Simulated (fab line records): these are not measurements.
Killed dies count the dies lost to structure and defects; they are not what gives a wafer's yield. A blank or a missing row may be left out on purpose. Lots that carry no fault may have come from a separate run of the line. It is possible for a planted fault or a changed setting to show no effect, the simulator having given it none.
Which tool is to blame? ; flow gf180mcu ; 39 wafers from 13 lots sampled at 5 of the route's 602 steps

## WHAT THE GAUGES SHOWED, per wafer
GF_STI_CD_MEAS_12: target cd 220 nm.
lot;measured;on;cd_nm (nm)
L981;day 2 08:05;cd_sem-02;219.4 218.9 220.7
L982;day 2 11:35;cd_sem-02;218.2 218.8 219.0
L984;day 2 23:07;cd_sem-02;217.7 218.4 217.9
L985;day 3 04:08;cd_sem-01;219.6 220.3 221.3
L987;day 3 14:05;cd_sem-01;218.2 217.9 217.5
L989;day 3 23:40;cd_sem-01;220.2 220.3 220.4
L990;day 4 05:52;cd_sem-02;220.9 221.5 221.8
L991;day 4 09:28;cd_sem-01;220.3 219.5 220.4
L993;day 4 20:16;cd_sem-01;217.9 218.1 219.6
L994;day 5 02:10;cd_sem-01;221.2 221.4 221.4
L100;day 6 10:17;cd_sem-01;210.8 212.0 211.3 210.8 212.3 211.4
L101;day 6 15:29;cd_sem-01;214.6 214.5 214.9
L102;day 6 18:25;cd_sem-02;211.5 212.5 211.8 211.4 212.0 211.7

GF_VT_IMPLANT_TW_MEAS_10.
lot;measured;on;VT_IMPLANT_TW
L981;day 5 21:31;film_metro-04;572 573 569
L982;day 6 02:45;film_metro-02;569 567 565
L984;day 6 17:06;film_metro-02;568 565 564
L985;day 6 21:18;film_metro-01;567 565 569
L987;day 7 11:27;film_metro-02;567 568 567
L989;day 7 22:44;film_metro-02;568 567 565
L990;day 8 04:42;film_metro-04;570 573 570
L991;day 8 08:35;film_metro-01;566 563 567
L993;day 8 21:11;film_metro-02;568 568 563
L994;day 9 11:41;film_metro-01;564 567 566
L100;day 10 21:32;film_metro-04;573 574 573
L101;day 11 05:47;film_metro-01;563 563 562
L102;day 11 06:05;film_metro-02;569 567 568

GF_VT_IMPLANT_TW_MEAS_32.
lot;measured;on;VT_IMPLANT_3_TW
L981;day 7 03:04;film_metro-02;270.7 268.8 268.6
L982;day 7 10:18;film_metro-01;268.4 269.1 269.5
L984;day 8 00:23;film_metro-01;270.4 270.7 268.2
L985;day 8 05:01;film_metro-02;267.7 270.1 270.0
L987;day 8 20:15;film_metro-02;269.5 269.8 270.2
L989;day 9 08:44;film_metro-01;267.8 267.1 270.0
L990;day 9 14:49;film_metro-02;270.8 271.0 271.4
L991;day 9 18:29;film_metro-04;272.8 270.8 271.9
L993;day 10 08:11;film_metro-04;272.6 272.5 272.9
L994;day 10 22:55;film_metro-02;270.9 269.4 269.8
L100;day 12 11:05;film_metro-02;271.0 270.6 271.3
L101;day 12 20:59;film_metro-04;271.6 270.8 270.1
L102;day 12 21:03;film_metro-01;267.2 267.3 268.4

## EACH LOT AND THE TOOL THAT RAN IT (in order: tool; ch and the chambers of the sampled wafers; start)
lot;GF_STI_SOFTBAKE_08;GF_STI_STRIP_15
L981;litho_track-03 ch 0, day 2 02:28;plasma_asher-03 ch 0,1, day 2 08:22
L982;litho_track-02 ch 0, day 2 05:23;plasma_asher-03 ch 0,1, day 2 11:52
L984;litho_track-03 ch 0, day 2 17:04;plasma_asher-03 ch 0,1, day 2 23:24
L985;litho_track-04 ch 0, day 2 21:23;plasma_asher-01 ch 0,1, day 3 04:24
L987;litho_track-03 ch 0, day 3 08:15;plasma_asher-04 ch 0,1, day 3 14:20
L989;litho_track-02 ch 0, day 3 17:14;plasma_asher-04 ch 0, day 3 23:56
L990;litho_track-02 ch 0, day 3 23:23;plasma_asher-01 ch 0,1, day 4 06:08
L991;litho_track-03 ch 0, day 4 02:31;plasma_asher-01 ch 0,1, day 4 09:44
L993;litho_track-02 ch 0, day 4 13:32;plasma_asher-01 ch 0,1, day 4 20:32
L994;litho_track-02 ch 0, day 4 19:02;plasma_asher-04 ch 0,1, day 5 02:26
L100;litho_track-03 ch 0, day 6 02:48;plasma_asher-01 ch 0,1, day 6 14:41
L101;litho_track-03 ch 0, day 6 08:10;plasma_asher-03 ch 0,1, day 6 15:45
L102;litho_track-03 ch 0, day 6 11:19;plasma_asher-01 ch 0,1, day 6 23:16
- GF_STI_SOFTBAKE_08: time 60 s.
- GF_STI_STRIP_15: strips in O2/N2.

## WHAT THE TOOLS THEMSELVES READ (means of the sampled wafers that have a number; where no wafer has one, the mark that the record gives instead)
GF_STI_SOFTBAKE_08.
lot;tool;heater_power_total_W (W);plate_temp_C (C)
L981;litho_track-03;93.09;130.00
L982;litho_track-02;93.01;129.98
L984;litho_track-03;93.01;130.01
L985;litho_track-04;93.01;130.07
L987;litho_track-03;93.02;130.14
L989;litho_track-02;93.07;130.00
L990;litho_track-02;93.07;130.14
L991;litho_track-03;93.03;129.74
L993;litho_track-02;93.01;129.98
L994;litho_track-02;93.07;130.21
L100;litho_track-03;95.14;132.41
L101;litho_track-03;95.22;132.34
L102;litho_track-03;95.22;132.26

GF_STI_STRIP_15.
lot;tool;drypump_motor_current_A (A);heater_power_w (W);oes_product_au (a.u.);platen_temp_c (C);strip_time_to_endpoint_s (s)
L981;plasma_asher-03;5.5;335;0.383;249.92;3.73
L982;plasma_asher-03;5.3;341;0.380;250.02;3.72
L984;plasma_asher-03;5.5;340;0.388;249.97;3.68
L985;plasma_asher-01;5.8;312;0.386;249.99;3.65
L987;plasma_asher-04;5.4;300;0.381;250.25;3.63
L989;plasma_asher-04;5.5;322;0.388;250.22;3.74
L990;plasma_asher-01;5.8;315;0.379;249.94;3.74
L991;plasma_asher-01;5.5;314;0.380;250.01;3.73
L993;plasma_asher-01;5.8;318;0.385;250.09;3.70
L994;plasma_asher-04;5.4;301;0.376;249.89;3.70
L100;plasma_asher-01;5.8;315;0.381;249.85;3.71
L101;plasma_asher-03;5.5;340;0.379;249.89;3.66
L102;plasma_asher-01;5.5;315;0.383;249.80;3.72

## THE ANSWER, worked out from the rows above alone
Rule: the lots themselves supply what counts as usual. The widest of any qualifying gaps counts: lots, ordered by their means at a reading, are off when they make up no more than a third of the lots, leave a main group of 4 or more, and stand apart from it by 3 or more times the standard deviation of that group's means. The tables above print the reading to a certain number of digits; a main group whose means all agree to those digits is not used. A lot without any number at a reading at which 4 lots or more have one is off too. All remaining lots with rows at the step are treated as sound. First the gauges in route order, then the tools' own readings, where a lot's mean is used as printed above. The first step at which some lot is off is used, and at that step the reading that is off furthest; a lot without a number counts as furthest.
Off: L100, L101, L102, at GF_STI_SOFTBAKE_08 (heater_power_total_W). The main group has a mean of 93.04 W with a standard deviation of 0.03.
If a tool, at that step or one of the process steps before it, ran each lot that is off and ran no sound lot following the first of them, it fits. One fits: litho_track-03 at GF_STI_SOFTBAKE_08. Its last sound lot is L991 (day 4 02:31), its first lot that is off L100 (day 6 02:48): a fault that began between those two fits.
The tool's own readings at GF_STI_SOFTBAKE_08 bear it out: on the lots that are off they differ by more than 5 times the standard deviation of the sound lots' means. heater_power_total_W reads 95.19 W there against 93.04 W on the sound lots; plate_temp_C reads 132.34 C there against 130.03 C on the sound lots.

## WHAT THE SIMULATOR HAD INSERTED
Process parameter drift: litho_track-03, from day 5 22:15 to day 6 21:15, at GF_STI_SOFTBAKE_08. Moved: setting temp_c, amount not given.
Lots struck among those shown: L100, L101, L102. The same result came from the rule above.
